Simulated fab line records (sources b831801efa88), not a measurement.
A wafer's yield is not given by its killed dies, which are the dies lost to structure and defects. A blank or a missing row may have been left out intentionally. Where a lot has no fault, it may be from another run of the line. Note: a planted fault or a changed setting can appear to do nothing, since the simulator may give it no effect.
Which tool did it? :: flow gf180mcu :: 24 lots with 72 wafers sampled at 6 steps, on a route of 602 steps

WHAT THE GAUGES READ, wafer by wafer
GF_POLY_GATE_CD_MEAS_18.
lot: L074
measured: day 9 13:28
on: cdSem-02
cdNm (nm): 279.9 278.4 281.5

lot: L075
measured: day 9 21:54
on: cdSem-02
cdNm (nm): 278.3 278.9 280.4

lot: L076
measured: day 10 00:20
on: cdSem-02
cdNm (nm): 282.2 284.1 282.7

lot: L077
measured: day 10 10:19
on: cdSem-01
cdNm (nm): 279.4 279.6 280.0

lot: L078
measured: day 10 14:28
on: cdSem-01
cdNm (nm): 279.6 277.6 279.0

lot: L079
measured: day 10 22:37
on: cdSem-02
cdNm (nm): 279.0 276.0 277.1

lot: L080
measured: day 11 01:42
on: cdSem-01
cdNm (nm): 281.4 281.0 281.8

lot: L081
measured: day 11 05:44
on: cdSem-01
cdNm (nm): 278.2 279.6 280.5

lot: L082
measured: day 11 19:08
on: cdSem-02
cdNm (nm): 282.0 280.9 282.0

lot: L083
measured: day 12 00:43
on: cdSem-02
cdNm (nm): 281.1 283.7 281.2

lot: L084
measured: day 12 03:57
on: cdSem-02
cdNm (nm): 280.5 279.1 277.2

lot: L085
measured: day 12 13:59
on: cdSem-02
cdNm (nm): 277.2 278.5 279.0

lot: L086
measured: day 12 19:26
on: cdSem-02
cdNm (nm): 279.3 283.2 282.1

lot: L087
measured: day 13 04:24
on: cdSem-01
cdNm (nm): 282.5 282.6 280.9

lot: L088
measured: day 13 10:21
on: cdSem-02
cdNm (nm): 282.8 280.1 281.7

lot: L089
measured: day 13 15:59
on: cdSem-02
cdNm (nm): 282.4 281.8 279.6

lot: L090
measured: day 13 23:18
on: cdSem-01
cdNm (nm): 279.1 277.8 280.9

lot: L091
measured: day 14 06:41
on: cdSem-01
cdNm (nm): 278.5 278.8 279.2

lot: L092
measured: day 14 14:16
on: cdSem-02
cdNm (nm): 277.3 280.6 277.1

lot: L093
measured: day 15 01:49
on: cdSem-01
cdNm (nm): 280.5 276.9 279.0

lot: L094
measured: day 15 04:43
on: cdSem-02
cdNm (nm): 280.4 279.6 280.3

lot: L095
measured: day 15 11:47
on: cdSem-02
cdNm (nm): 278.0 280.6 280.8

lot: L096
measured: day 15 19:11
on: cdSem-01
cdNm (nm): 277.6 280.1 280.3

lot: L097
measured: day 16 03:38
on: cdSem-02
cdNm (nm): 280.3 277.8 280.3

GF_V3_OVL_MEAS_15.
lot: L074
measured: day 22 18:09
on: overlay-01
V3_OVL (nm): -10 -13 -12

lot: L075
measured: day 23 05:43
on: overlay-02
V3_OVL (nm): -7 -3 1

lot: L076
measured: day 23 10:11
on: overlay-01
V3_OVL (nm): -10 -1 -7

lot: L077
measured: day 23 20:05
on: overlay-02
V3_OVL (nm): 1 -10 -1

lot: L078
measured: day 24 01:39
on: overlay-01
V3_OVL (nm): -4 -6 -8

lot: L079
measured: day 24 11:38
on: overlay-01
V3_OVL (nm): -7 -4 -10

lot: L080
measured: day 24 17:13
on: overlay-01
V3_OVL (nm): 2 4 2

lot: L081
measured: day 24 21:06
on: overlay-02
V3_OVL (nm): -8 -9 -5

lot: L082
measured: day 25 12:00
on: overlay-02
V3_OVL (nm): -7 -5 -8

lot: L083
measured: day 25 17:32
on: overlay-02
V3_OVL (nm): 0 -6 -6

lot: L084
measured: day 25 21:56
on: overlay-02
V3_OVL (nm): -11 -5 -6

lot: L085
measured: day 26 09:26
on: overlay-01
V3_OVL (nm): -4 -6 -7

lot: L086
measured: day 26 13:17
on: overlay-02
V3_OVL (nm): -4 -2 -12

lot: L087
measured: day 27 00:41
on: overlay-02
V3_OVL (nm): -7 0 1

lot: L088
measured: day 27 07:13
on: overlay-02
V3_OVL (nm): -17 -16 -11

lot: L089
measured: day 27 10:15
on: overlay-02
V3_OVL (nm): -2 2 3

lot: L090
measured: day 27 17:58
on: overlay-01
V3_OVL (nm): -9 -10 -13

lot: L091
measured: day 28 02:53
on: overlay-02
V3_OVL (nm): 3 -4 4

lot: L092
measured: day 28 06:43
on: overlay-01
V3_OVL (nm): 0 -3 -1

lot: L093
measured: day 28 18:19
on: overlay-01
V3_OVL (nm): -2 -2 -5

lot: L094
measured: day 28 22:16
on: overlay-01
V3_OVL (nm): 7 2 5

lot: L095
measured: day 29 03:50
on: overlay-01
V3_OVL (nm): -10 -8 -4

lot: L096
measured: day 29 10:52
on: overlay-02
V3_OVL (nm): -1 -3 4

lot: L097
measured: day 29 17:55
on: overlay-01
V3_OVL (nm): 4 0 4

GF_TOP_METAL_RS_MEAS_05: a four-point-probe measurement.
lot: L074
measured: day 27 14:54
on: filmMetro-03
TOP_METAL_ALCU_RS (ohm/sq): 0.0329 0.0329 0.0327

lot: L075
measured: day 28 00:46
on: filmMetro-03
TOP_METAL_ALCU_RS (ohm/sq): 0.0322 0.0328 0.0327

lot: L076
measured: day 28 04:07
on: filmMetro-01
TOP_METAL_ALCU_RS (ohm/sq): 0.0331 0.0334 0.0331

lot: L077
measured: day 28 12:44
on: filmMetro-03
TOP_METAL_ALCU_RS (ohm/sq): 0.0327 0.0325 0.0328

lot: L078
measured: day 28 17:28
on: filmMetro-02
TOP_METAL_ALCU_RS (ohm/sq): 0.0325 0.0330 0.0328

lot: L079
measured: day 29 01:58
on: filmMetro-01
TOP_METAL_ALCU_RS (ohm/sq): 0.0326 0.0325 0.0326

lot: L080
measured: day 29 07:23
on: filmMetro-03
TOP_METAL_ALCU_RS (ohm/sq): 0.0333 0.0329 0.0329

lot: L081
measured: day 29 12:27
on: filmMetro-02
TOP_METAL_ALCU_RS (ohm/sq): 0.0328 0.0328 0.0328

lot: L082
measured: day 29 23:06
on: filmMetro-01
TOP_METAL_ALCU_RS (ohm/sq): 0.0328 0.0324 0.0335

lot: L083
measured: day 30 05:17
on: filmMetro-03
TOP_METAL_ALCU_RS (ohm/sq): 0.0334 0.0328 0.0327

lot: L084
measured: day 30 10:38
on: filmMetro-02
TOP_METAL_ALCU_RS (ohm/sq): 0.0332 0.0329 0.0325

lot: L085
measured: day 30 19:36
on: filmMetro-01
TOP_METAL_ALCU_RS (ohm/sq): 0.0330 0.0331 0.0328

lot: L086
measured: day 30 22:45
on: filmMetro-03
TOP_METAL_ALCU_RS (ohm/sq): 0.0325 0.0329 0.0333

lot: L087
measured: day 31 10:01
on: filmMetro-03
TOP_METAL_ALCU_RS (ohm/sq): 0.0334 0.0330 0.0336

lot: L088
measured: day 31 14:55
on: filmMetro-02
TOP_METAL_ALCU_RS (ohm/sq): 0.0330 0.0334 0.0338

lot: L089
measured: day 31 17:19
on: filmMetro-01
TOP_METAL_ALCU_RS (ohm/sq): 0.0329 0.0330 0.0328

lot: L090
measured: day 31 23:28
on: filmMetro-01
TOP_METAL_ALCU_RS (ohm/sq): 0.0333 0.0326 0.0329

lot: L091
measured: day 32 07:34
on: filmMetro-01
TOP_METAL_ALCU_RS (ohm/sq): 0.0328 0.0331 0.0329

lot: L092
measured: day 32 09:08
on: filmMetro-03
TOP_METAL_ALCU_RS (ohm/sq): 0.0328 0.0331 0.0329

lot: L093
measured: day 32 21:01
on: filmMetro-02
TOP_METAL_ALCU_RS (ohm/sq): 0.0325 0.0330 0.0330

lot: L094
measured: day 32 22:50
on: filmMetro-03
TOP_METAL_ALCU_RS (ohm/sq): 0.0327 0.0330 0.0327

lot: L095
measured: day 33 04:18
on: filmMetro-02
TOP_METAL_ALCU_RS (ohm/sq): 0.0329 0.0329 0.0326

lot: L096
measured: day 33 09:25
on: filmMetro-01
TOP_METAL_ALCU_RS (ohm/sq): 0.0326 0.0326 0.0325

lot: L097
measured: day 33 15:01
on: filmMetro-02
TOP_METAL_ALCU_RS (ohm/sq): 0.0331 0.0333 0.0336

TOOL THAT RAN EACH LOT (tool first, then ch and the chambers of the sampled wafers, then the start)
lot: L074
GF_M2_SPUTTER_02: pvdSputter-04, day 18 13:32
GF_M2_METAL_ETCH_16: rieMetal-02 ch 0,1, day 19 13:55
GF_V3_CMP_26: cmp-02 ch 1,2,3, day 22 19:14

lot: L075
GF_M2_SPUTTER_02: pvdSputter-04, day 19 00:43
GF_M2_METAL_ETCH_16: rieMetal-03 ch 0,1, day 20 02:07
GF_V3_CMP_26: cmp-01 ch 0,1,3, day 23 06:53

lot: L076
GF_M2_SPUTTER_02: pvdSputter-04, day 19 04:11
GF_M2_METAL_ETCH_16: rieMetal-03 ch 0,1, day 20 05:14
GF_V3_CMP_26: cmp-02 ch 0,3, day 23 11:19

lot: L077
GF_M2_SPUTTER_02: pvdSputter-04, day 19 16:49
GF_M2_METAL_ETCH_16: rieMetal-03 ch 0,1, day 20 17:08
GF_V3_CMP_26: cmp-01 ch 0,3, day 23 21:13

lot: L078
GF_M2_SPUTTER_02: pvdSputter-04, day 19 22:24
GF_M2_METAL_ETCH_16: rieMetal-03 ch 0,1, day 20 22:22
GF_V3_CMP_26: cmp-02 ch 2,3, day 24 02:46

lot: L079
GF_M2_SPUTTER_02: pvdSputter-04, day 20 08:37
GF_M2_METAL_ETCH_16: rieMetal-01 ch 0,1, day 21 09:05
GF_V3_CMP_26: cmp-01 ch 0,2,3, day 24 12:52

lot: L080
GF_M2_SPUTTER_02: pvdSputter-01, day 20 15:33
GF_M2_METAL_ETCH_16: rieMetal-01 ch 0,1, day 21 15:51
GF_V3_CMP_26: cmp-02 ch 1,2,3, day 24 18:18

lot: L081
GF_M2_SPUTTER_02: pvdSputter-04, day 20 21:11
GF_M2_METAL_ETCH_16: rieMetal-01 ch 0,1, day 21 21:28
GF_V3_CMP_26: cmp-02 ch 0,2, day 24 22:15

lot: L082
GF_M2_SPUTTER_02: pvdSputter-01, day 21 12:07
GF_M2_METAL_ETCH_16: rieMetal-01 ch 0,1, day 22 11:55
GF_V3_CMP_26: cmp-01 ch 0,1,2, day 25 13:10

lot: L083
GF_M2_SPUTTER_02: pvdSputter-04, day 21 19:25
GF_M2_METAL_ETCH_16: rieMetal-02 ch 1, day 22 18:58
GF_V3_CMP_26: cmp-02 ch 0,1,2, day 25 18:38

lot: L084
GF_M2_SPUTTER_02: pvdSputter-02, day 22 00:28
GF_M2_METAL_ETCH_16: rieMetal-03 ch 0,1, day 22 23:59
GF_V3_CMP_26: cmp-01 ch 1,2,3, day 25 23:05

lot: L085
GF_M2_SPUTTER_02: pvdSputter-02, day 22 12:40
GF_M2_METAL_ETCH_16: rieMetal-02 ch 0,1, day 23 12:25
GF_V3_CMP_26: cmp-02 ch 0,1, day 26 10:32

lot: L086
GF_M2_SPUTTER_02: pvdSputter-04, day 22 16:38
GF_M2_METAL_ETCH_16: rieMetal-03 ch 1, day 23 16:01
GF_V3_CMP_26: cmp-02 ch 0,3, day 26 14:28

lot: L087
GF_M2_SPUTTER_02: pvdSputter-04, day 23 04:04
GF_M2_METAL_ETCH_16: rieMetal-02 ch 0,1, day 24 03:10
GF_V3_CMP_26: cmp-01 ch 1,3, day 27 01:49

lot: L088
GF_M2_SPUTTER_02: pvdSputter-02, day 23 12:04
GF_M2_METAL_ETCH_16: rieMetal-01 ch 0,1, day 24 10:26
GF_V3_CMP_26: cmp-02 ch 0,1,3, day 27 08:23

lot: L089
GF_M2_SPUTTER_02: pvdSputter-04, day 23 16:08
GF_M2_METAL_ETCH_16: rieMetal-02 ch 1, day 24 14:28
GF_V3_CMP_26: cmp-02 ch 0,1, day 27 11:20

lot: L090
GF_M2_SPUTTER_02: pvdSputter-01, day 24 00:51
GF_M2_METAL_ETCH_16: rieMetal-02 ch 0,1, day 24 23:07
GF_V3_CMP_26: cmp-02 ch 0,2,3, day 27 19:04

lot: L091
GF_M2_SPUTTER_02: pvdSputter-01, day 24 10:33
GF_M2_METAL_ETCH_16: rieMetal-01 ch 0,1, day 25 08:28
GF_V3_CMP_26: cmp-02 ch 0,2,3, day 28 03:59

lot: L092
GF_M2_SPUTTER_02: pvdSputter-01, day 24 15:40
GF_M2_METAL_ETCH_16: rieMetal-01 ch 0,1, day 25 13:50
GF_V3_CMP_26: cmp-02 ch 0,2,3, day 28 07:56

lot: L093
GF_M2_SPUTTER_02: pvdSputter-02, day 25 03:16
GF_M2_METAL_ETCH_16: rieMetal-01 ch 0,1, day 26 01:04
GF_V3_CMP_26: cmp-01 ch 0,2, day 28 19:30

lot: L094
GF_M2_SPUTTER_02: pvdSputter-01, day 25 07:40
GF_M2_METAL_ETCH_16: rieMetal-02 ch 0,1, day 26 05:26
GF_V3_CMP_26: cmp-02 ch 0,1,3, day 28 23:29

lot: L095
GF_M2_SPUTTER_02: pvdSputter-01, day 25 13:52
GF_M2_METAL_ETCH_16: rieMetal-03 ch 1, day 26 10:55
GF_V3_CMP_26: cmp-02 ch 0,2, day 29 05:01

lot: L096
GF_M2_SPUTTER_02: pvdSputter-01, day 25 21:08
GF_M2_METAL_ETCH_16: rieMetal-02 ch 0,1, day 26 18:06
GF_V3_CMP_26: cmp-02 ch 1,2,3, day 29 11:59

lot: L097
GF_M2_SPUTTER_02: pvdSputter-01, day 26 05:55
GF_M2_METAL_ETCH_16: rieMetal-03 ch 0,1, day 27 02:39
GF_V3_CMP_26: cmp-01 ch 2,3, day 29 19:04
- GF_M2_SPUTTER_02: material AlCu, target thk 450 nm, time 23.9 s.
- GF_M2_METAL_ETCH_16: etches the open film in Cl2/BCl3, stops on SiO2, target depth 627.5 nm, time 104.6 s.
- GF_V3_CMP_26: polishes, stops on SiO2, t overpolish 15 s, target thk 0 nm.

WHAT THE TOOLS THEMSELVES READ (means of the sampled wafers that have a number; where no wafer has one, the mark that the record gives instead)
GF_M2_SPUTTER_02.
lot: L074
tool: pvdSputter-04
throttleValvePct (%): 29.6

lot: L075
tool: pvdSputter-04
throttleValvePct (%): 30.4

lot: L076
tool: pvdSputter-04
throttleValvePct (%): 30.0

lot: L077
tool: pvdSputter-04
throttleValvePct (%): 30.5

lot: L078
tool: pvdSputter-04
throttleValvePct (%): 29.8

lot: L079
tool: pvdSputter-04
throttleValvePct (%): 30.2

lot: L080
tool: pvdSputter-01
throttleValvePct (%): 29.9

lot: L081
tool: pvdSputter-04
throttleValvePct (%): 29.5

lot: L082
tool: pvdSputter-01
throttleValvePct (%): 29.5

lot: L083
tool: pvdSputter-04
throttleValvePct (%): 30.3

lot: L084
tool: pvdSputter-02
throttleValvePct (%): 29.6

lot: L085
tool: pvdSputter-02
throttleValvePct (%): 30.1

lot: L086
tool: pvdSputter-04
throttleValvePct (%): 30.3

lot: L087
tool: pvdSputter-04
throttleValvePct (%): 30.7

lot: L088
tool: pvdSputter-02
throttleValvePct (%): 30.0

lot: L089
tool: pvdSputter-04
throttleValvePct (%): 30.4

lot: L090
tool: pvdSputter-01
throttleValvePct (%): 29.7

lot: L091
tool: pvdSputter-01
throttleValvePct (%): 29.9

lot: L092
tool: pvdSputter-01
throttleValvePct (%): 29.8

lot: L093
tool: pvdSputter-02
throttleValvePct (%): 29.9

lot: L094
tool: pvdSputter-01
throttleValvePct (%): 29.5

lot: L095
tool: pvdSputter-01
throttleValvePct (%): 29.9

lot: L096
tool: pvdSputter-01
throttleValvePct (%): 29.9

lot: L097
tool: pvdSputter-01
throttleValvePct (%): 29.7

GF_M2_METAL_ETCH_16.
lot: L074
tool: rieMetal-02
drypumpMotorCurrentA (A): 5.6
oesProductAu (a.u.): 0.963
throttleValvePct (%): 28.263

lot: L075
tool: rieMetal-03
drypumpMotorCurrentA (A): 5.4
oesProductAu (a.u.): 0.971
throttleValvePct (%): 28.261

lot: L076
tool: rieMetal-03
drypumpMotorCurrentA (A): 5.5
oesProductAu (a.u.): 0.968
throttleValvePct (%): 28.250

lot: L077
tool: rieMetal-03
drypumpMotorCurrentA (A): 5.4
oesProductAu (a.u.): 0.971
throttleValvePct (%): 28.249

lot: L078
tool: rieMetal-03
drypumpMotorCurrentA (A): 5.2
oesProductAu (a.u.): 0.974
throttleValvePct (%): 28.253

lot: L079
tool: rieMetal-01
drypumpMotorCurrentA (A): 5.7
oesProductAu (a.u.): 0.964
throttleValvePct (%): 28.258

lot: L080
tool: rieMetal-01
drypumpMotorCurrentA (A): 6.0
oesProductAu (a.u.): 0.964
throttleValvePct (%): 28.256

lot: L081
tool: rieMetal-01
drypumpMotorCurrentA (A): 6.0
oesProductAu (a.u.): 0.972
throttleValvePct (%): 28.248

lot: L082
tool: rieMetal-01
drypumpMotorCurrentA (A): 5.7
oesProductAu (a.u.): 0.961
throttleValvePct (%): 28.258

lot: L083
tool: rieMetal-02
drypumpMotorCurrentA (A): 5.6
oesProductAu (a.u.): 0.968
throttleValvePct (%): 28.252

lot: L084
tool: rieMetal-03
drypumpMotorCurrentA (A): 5.2
oesProductAu (a.u.): 0.968
throttleValvePct (%): 28.251

lot: L085
tool: rieMetal-02
drypumpMotorCurrentA (A): 5.6
oesProductAu (a.u.): 0.969
throttleValvePct (%): 28.257

lot: L086
tool: rieMetal-03
drypumpMotorCurrentA (A): 4.9
oesProductAu (a.u.): 0.965
throttleValvePct (%): 28.262

lot: L087
tool: rieMetal-02
drypumpMotorCurrentA (A): 5.6
oesProductAu (a.u.): 0.964
throttleValvePct (%): 28.266

lot: L088
tool: rieMetal-01
drypumpMotorCurrentA (A): 5.6
oesProductAu (a.u.): 0.978
throttleValvePct (%): 28.253

lot: L089
tool: rieMetal-02
drypumpMotorCurrentA (A): 5.6
oesProductAu (a.u.): 0.969
throttleValvePct (%): 28.254

lot: L090
tool: rieMetal-02
drypumpMotorCurrentA (A): 5.6
oesProductAu (a.u.): 0.969
throttleValvePct (%): 28.257

lot: L091
tool: rieMetal-01
drypumpMotorCurrentA (A): 6.0
oesProductAu (a.u.): 0.977
throttleValvePct (%): 28.237

lot: L092
tool: rieMetal-01
drypumpMotorCurrentA (A): 5.7
oesProductAu (a.u.): 0.974
throttleValvePct (%): 28.253

lot: L093
tool: rieMetal-01
drypumpMotorCurrentA (A): 5.7
oesProductAu (a.u.): 0.982
throttleValvePct (%): 28.241

lot: L094
tool: rieMetal-02
drypumpMotorCurrentA (A): 5.6
oesProductAu (a.u.): 0.964
throttleValvePct (%): 28.244

lot: L095
tool: rieMetal-03
drypumpMotorCurrentA (A): 5.0
oesProductAu (a.u.): 0.979
throttleValvePct (%): 28.236

lot: L096
tool: rieMetal-02
drypumpMotorCurrentA (A): 5.6
oesProductAu (a.u.): 0.977
throttleValvePct (%): 28.239

lot: L097
tool: rieMetal-03
drypumpMotorCurrentA (A): 5.2
oesProductAu (a.u.): 0.975
throttleValvePct (%): 28.260

GF_V3_CMP_26.
lot: L074
tool: cmp-02
motorCurrentA (A): 11.3
overpolishRunS (s): 15.001
timeToEndpointS (s): 86

lot: L075
tool: cmp-01
motorCurrentA (A): 10.9
overpolishRunS (s): 14.998
timeToEndpointS (s): 83

lot: L076
tool: cmp-02
motorCurrentA (A): 10.6
overpolishRunS (s): 15.006
timeToEndpointS (s): 84

lot: L077
tool: cmp-01
motorCurrentA (A): 10.8
overpolishRunS (s): 15.004
timeToEndpointS (s): 83

lot: L078
tool: cmp-02
motorCurrentA (A): 11.0
overpolishRunS (s): 15.005
timeToEndpointS (s): 89

lot: L079
tool: cmp-01
motorCurrentA (A): 11.5
overpolishRunS (s): 14.996
timeToEndpointS (s): 85

lot: L080
tool: cmp-02
motorCurrentA (A): 11.0
overpolishRunS (s): 14.989
timeToEndpointS (s): 85

lot: L081
tool: cmp-02
motorCurrentA (A): 10.9
overpolishRunS (s): 14.999
timeToEndpointS (s): 87

lot: L082
tool: cmp-01
motorCurrentA (A): 10.6
overpolishRunS (s): 15.007
timeToEndpointS (s): 81

lot: L083
tool: cmp-02
motorCurrentA (A): 11.1
overpolishRunS (s): 15.006
timeToEndpointS (s): 86

lot: L084
tool: cmp-01
motorCurrentA (A): 11.7
overpolishRunS (s): 14.998
timeToEndpointS (s): 85

lot: L085
tool: cmp-02
motorCurrentA (A): 10.7
overpolishRunS (s): 15.006
timeToEndpointS (s): 86

lot: L086
tool: cmp-02
motorCurrentA (A): 10.7
overpolishRunS (s): 14.987
timeToEndpointS (s): 84

lot: L087
tool: cmp-01
motorCurrentA (A): 11.1
overpolishRunS (s): 14.997
timeToEndpointS (s): 85

lot: L088
tool: cmp-02
motorCurrentA (A): 10.8
overpolishRunS (s): 15.006
timeToEndpointS (s): 87

lot: L089
tool: cmp-02
motorCurrentA (A): 11.3
overpolishRunS (s): 14.991
timeToEndpointS (s): 86

lot: L090
tool: cmp-02
motorCurrentA (A): 10.6
overpolishRunS (s): 14.990
timeToEndpointS (s): 86

lot: L091
tool: cmp-02
motorCurrentA (A): 10.8
overpolishRunS (s): 15.001
timeToEndpointS (s): 86

lot: L092
tool: cmp-02
motorCurrentA (A): 10.5
overpolishRunS (s): 14.991
timeToEndpointS (s): 89

lot: L093
tool: cmp-01
motorCurrentA (A): 11.6
overpolishRunS (s): 14.998
timeToEndpointS (s): 86

lot: L094
tool: cmp-02
motorCurrentA (A): 11.1
overpolishRunS (s): 14.997
timeToEndpointS (s): 82

lot: L095
tool: cmp-02
motorCurrentA (A): 10.7
overpolishRunS (s): 15.004
timeToEndpointS (s): 89

lot: L096
tool: cmp-02
motorCurrentA (A): 10.8
overpolishRunS (s): 14.999
timeToEndpointS (s): 91

lot: L097
tool: cmp-01
motorCurrentA (A): 12.1
overpolishRunS (s): 14.985
timeToEndpointS (s): 84

THE ANSWER, worked out from the rows above alone
Rule: usual is defined by the lots themselves. The widest of any qualifying gaps counts: lots, ordered by their means at a reading, are off when they make up no more than a third of the lots, leave a main group of 4 or more, and stand apart from it by 3 or more times the standard deviation of that group's means. If all means in a main group match to the digits the tables above print for the reading, that group is not used. Also off: a lot with no number at a reading for which 4 or more lots have one. Where the step has rows for the other lots, those lots are counted as sound. The gauges are gone through in route order, then the tools' own readings, and for those a lot's mean is taken as printed above. The first step at which some lot is off is used, and at that step the reading that is off furthest; a lot without a number counts as furthest.
Across all readings shown, no lot is off: no conclusion can be drawn from this.

WHAT THE SIMULATOR HAD INSERTED
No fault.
